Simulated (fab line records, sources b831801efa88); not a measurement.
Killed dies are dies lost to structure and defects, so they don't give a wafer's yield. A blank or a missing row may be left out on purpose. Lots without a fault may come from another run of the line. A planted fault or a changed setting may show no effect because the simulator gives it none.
One fault seen from 2 desks | flow gf180mcu | each desk has only its own numbers; what lay behind them comes last

THE TOOL OWNER'S DESK: rie_diel-04
The tool's own readings at GF_V5_ETCH_17 (etches SiO2 in C4F8/O2/Ar, stops on TiN, target depth 855 nm): means of the sampled wafers that have a number, for each lot that ran on this tool. A lot is out of limits, marked OUT, if its mean lies more than 4 standard deviations from the usual mean; the brackets give that distance.
Columns: A = oes_product_au at GF_V5_ETCH_17, usual 0.859 a.u.; B = rf_fwd_power_W at GF_V5_ETCH_17, usual 1495 W
lot  | first seen here | A     | B
L479 | day 27 08:00    | 0.860 | 1498
L482 | day 28 14:00    | 0.857 | 1495
L483 | day 29 00:00    | 0.858 | 1497
L486 | day 30 05:00    | 0.861 | 1496
L488 | day 30 18:00    | 0.860 | 1493
L490 | day 30 23:00    | 0.860 | 1257 (-49) OUT
L492 | day 31 05:00    | 0.854 | 1254 (-49) OUT
This desk's finding: out of limits on L490, L492; first on L490, day 30 23:00 (rf_fwd_power_W at GF_V5_ETCH_17). In limits: L479, L482, L483, L486, L488.

THE METROLOGY DESK
What the gauges read, lot by lot, whatever tool the lot ran on: means of the sampled wafers that have a number. A lot is out of limits, marked OUT, if its mean lies more than 4 standard deviations from the usual mean; the brackets give that distance.
Columns: A = M5_OVL at GF_M5_OVL_MEAS_08, usual -1 nm; B = V5_OVL at GF_V5_OVL_MEAS_15, usual -1 nm
lot  | first seen here | A  | B
L478 | day 26 03:40    | 3  | 3
L479 | day 26 11:08    | 2  | 3
L480 | day 26 13:46    | 3  | 7
L482 | day 27 17:43    | -1 | -2
L483 | day 28 04:18    | -5 | -6
L486 | day 29 09:05    | -1 | -3
L488 | day 29 22:05    | 2  | -7
L490 | day 30 03:44    | -2 | -5
L492 | day 30 10:07    | -4 | -2
L493 | day 31 03:11    | 1  | -10
L496 | day 31 08:38    | 1  | 2
L497 | day 31 12:44    | 2  | 6
L498 | day 31 16:04    | 0  | -6
L500 | day 32 04:35    | 3  | -6
This desk's finding: nothing out of limits on any of the 14 lots.

PUT TOGETHER
The tool owner's desk could have raised an alarm at day 30 23:00, on L490, L492.
The metrology desk saw nothing out of limits.
The metrology desk has L490, L492 on record, within its limits.
Of the lots named, all ran GF_V5_ETCH_17 on rie_diel-04.

WHAT THE SIMULATOR HAD PUT IN
Process parameter drift: rie_diel-04, from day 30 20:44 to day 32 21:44, at GF_V5_ETCH_17. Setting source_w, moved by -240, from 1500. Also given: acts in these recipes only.
Lots struck among those shown: L490, L492.
Hours from the fault's start to each desk's first reading out of limits: the tool owner's desk, 2.
